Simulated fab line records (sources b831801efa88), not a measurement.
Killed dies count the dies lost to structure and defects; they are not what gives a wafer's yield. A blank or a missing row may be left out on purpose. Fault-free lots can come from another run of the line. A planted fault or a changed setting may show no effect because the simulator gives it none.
Which tool was responsible? ; flow sky130 ; 11 lots with 33 wafers sampled at 5 steps, on a route of 708 steps

== WHAT EACH GAUGE READ, for each wafer ==
SKY_SONOS_ONO_THK_MEAS_05.
lot;measured;on;SONOS_ONO_CVD_04_THK (nm)
L800;day 12 03:44;film metro-04;5.62 5.60 5.56
L801;day 12 14:23;film metro-04;5.84 5.78 5.74
L802;day 12 23:47;film metro-03;5.83 5.87 5.87
L806;day 14 13:17;film metro-03;5.66 5.83 5.78
L807;day 14 13:16;film metro-01;5.90 5.71 5.90
L808;day 15 03:34;film metro-01;8.22 8.23 8.25
L809;day 15 16:47;film metro-04;8.39 8.45 8.35
L810;day 15 16:47;film metro-01;8.40 8.35 8.45
L819;day 18 16:19;film metro-03;5.54 5.69 5.71
L820;day 19 16:38;film metro-01;5.86 5.87 5.98
L821;day 19 16:38;film metro-04;5.78 5.88 5.78

SKY_SD_P_OVL_MEAS_08.
lot;measured;on;SD_P_OVL (nm)
L800;day 25 23:17;overlay-02;-1.8 -1.1 0.2
L801;day 27 07:29;overlay-01;2.8 -0.3 1.4
L802;day 27 04:26;overlay-01;-1.5 -3.5 -1.1
L806;day 28 16:08;overlay-01;2.4 -0.3 -0.1
L807;day 28 20:07;overlay-01;-2.6 -2.8 -1.9
L808;day 29 16:25;overlay-01;0.7 -1.7 -0.9
L809;day 29 22:51;overlay-01;-2.1 -1.9 -2.9
L810;day 29 22:20;overlay-01;0.0 0.2 -2.0
L819;day 32 15:41;overlay-01;0.1 1.5 1.7
L820;day 33 12:31;overlay-01;1.1 -0.8 0.9
L821;day 33 16:47;overlay-01;1.2 -1.0 -0.2

SKY_RES_XHIGH_TW_MEAS_09.
lot;measured;on;RES_XHIGH_TW
L800;day 27 04:46;film metro-04;1636 1619 1624
L801;day 28 13:04;film metro-02;1650 1652 1656
L802;day 28 09:26;film metro-04;1640 1639 1629
L806;day 29 21:14;film metro-03;1652 1657 1654
L807;day 30 00:25;film metro-02;1655 1660 1651
L808;day 30 20:26;film metro-03;1648 1651 1646
L809;day 31 03:10;film metro-02;1667 1650 1658
L810;day 31 02:04;film metro-03;1639 1641 1641
L819;day 33 19:12;film metro-03;1643 1647 1645
L820;day 34 15:25;film metro-03;1660 1654 1660
L821;day 34 20:02;film metro-03;1650 1656 1652

== WHAT TOOL EACH LOT RAN ON (gives the tool, then ch and the chambers of the sampled wafers, and finally the start) ==
lot;SKY_SONOS_ONO_CVD_04;SKY_GATE_OXIDE_STRIP_13
L800;lpcvd-03 ch 1, day 12 02:28;plasma asher-01 ch 0,1, day 14 06:59
L801;lpcvd-03 ch 1, day 12 13:07;plasma asher-03 ch 0,1, day 14 23:22
L802;lpcvd-03 ch 1, day 12 22:30;plasma asher-04 ch 0,1, day 15 11:11
L806;lpcvd-03 ch 0, day 14 12:01;plasma asher-01 ch 0,1, day 16 23:23
L807;lpcvd-03 ch 0, day 14 12:01;plasma asher-03 ch 0,1, day 17 00:00
L808;lpcvd-03 ch 1, day 15 02:18;plasma asher-04 ch 0,1, day 17 14:02
L809;lpcvd-03 ch 1, day 15 15:32;plasma asher-03 ch 0,1, day 18 04:06
L810;lpcvd-03 ch 0, day 15 15:32;plasma asher-01 ch 0,1, day 18 04:05
L819;lpcvd-03 ch 0, day 18 14:25;plasma asher-03 ch 0,1, day 21 07:29
L820;lpcvd-03 ch 1, day 19 15:23;plasma asher-03 ch 1, day 22 07:28
L821;lpcvd-03 ch 1, day 19 15:23;plasma asher-04 ch 0,1, day 22 08:06
- SKY_SONOS_ONO_CVD_04: deposits SiO2 from SiH4/N2O, target thk 5.7199 nm.
- SKY_GATE_OXIDE_STRIP_13: strips in O2/N2.

== WHAT THE TOOLS THEMSELVES READ (means of the sampled wafers that have a number; where no wafer has one, the mark that the record gives instead) ==
SKY_SONOS_ONO_CVD_04.
lot;tool;spike tc bottom C (C);spike tc centre C (C);spike tc lower C (C);spike tc top C (C);spike tc upper C (C);susceptor temp C (C);zone power bottom pct (%);zone power centre pct (%);zone power upper pct (%)
L800;lpcvd-03;924.7;902.8;902.6;909.8;898.2;899.9;27.0;18.94;15.16
L801;lpcvd-03;925.2;902.0;901.2;908.3;898.9;900.9;27.0;19.02;14.90
L802;lpcvd-03;924.7;902.5;902.3;909.2;898.2;899.5;27.3;19.02;15.06
L806;lpcvd-03;919.2;901.9;900.3;907.1;899.9;899.8;27.8;18.62;15.27
L807;lpcvd-03;919.2;902.0;899.0;906.5;901.4;900.1;27.7;18.84;15.41
L808;lpcvd-03;950.0;926.5;926.8;933.9;923.6;924.3;29.1;20.07;16.05
L809;lpcvd-03;948.0;926.5;926.0;934.5;923.6;924.8;29.0;20.45;15.92
L810;lpcvd-03;945.2;927.7;923.4;930.6;924.9;924.4;29.8;20.08;16.41
L819;lpcvd-03;919.9;901.6;899.4;906.7;901.6;899.7;28.0;18.80;15.24
L820;lpcvd-03;925.2;901.7;901.7;909.5;900.1;899.6;27.5;19.12;15.10
L821;lpcvd-03;924.7;901.5;902.3;910.2;899.9;899.7;27.6;19.02;15.09

SKY_GATE_OXIDE_STRIP_13.
lot;tool;drypump motor current A (A);o2 flow sccm (sccm);oes product au (a.u.);strip time to endpoint s (s)
L800;plasma asher-01;5.6;3004;0.713;14.21
L801;plasma asher-03;5.9;2992;0.711;14.14
L802;plasma asher-04;6.2;2992;0.719;14.18
L806;plasma asher-01;6.0;2998;0.712;14.16
L807;plasma asher-03;5.9;3003;0.716;14.21
L808;plasma asher-04;5.7;2999;0.713;14.14
L809;plasma asher-03;6.1;2992;0.722;14.18
L810;plasma asher-01;6.0;3003;0.718;14.13
L819;plasma asher-03;5.9;3000;0.716;14.20
L820;plasma asher-03;5.7;2998;0.716;14.26
L821;plasma asher-04;5.7;2991;0.718;14.08

== THE ANSWER, worked out from the rows above alone ==
Rule: the usual values come from the lots themselves. The widest of any qualifying gaps counts: lots, ordered by their means at a reading, are off when they make up no more than a third of the lots, leave a main group of 4 or more, and stand apart from it by 3 or more times the standard deviation of that group's means. A main group whose means are all the same, to the digits that the tables above print for the reading, isn't used. A lot without any number at a reading at which 4 lots or more have one is off too. Where the step has rows for the other lots, those lots are counted as sound. After the gauges, taken in route order, come the tools' own readings; for these a lot's mean is taken, as printed above. At the first step where some lot is off, the reading lying furthest off is the one used; lots without a number count as furthest.
Off: L808, L809, L810, at SKY_SONOS_ONO_THK_MEAS_05 (SONOS_ONO_CVD_04_THK). The main group: mean 5.77 nm, standard deviation 0.099.
If a tool, at a process step before that reading, ran all the lots that are off and no sound lot after the first of them, it fits. The gauges at SKY_SONOS_ONO_THK_MEAS_05 aren't tried: what is off there is off at SKY_SONOS_ONO_CVD_04 too, on other tools, and a gauge's error can't cause that. Of those tried, none fits.

== WHAT THE SIMULATOR PUT IN ==
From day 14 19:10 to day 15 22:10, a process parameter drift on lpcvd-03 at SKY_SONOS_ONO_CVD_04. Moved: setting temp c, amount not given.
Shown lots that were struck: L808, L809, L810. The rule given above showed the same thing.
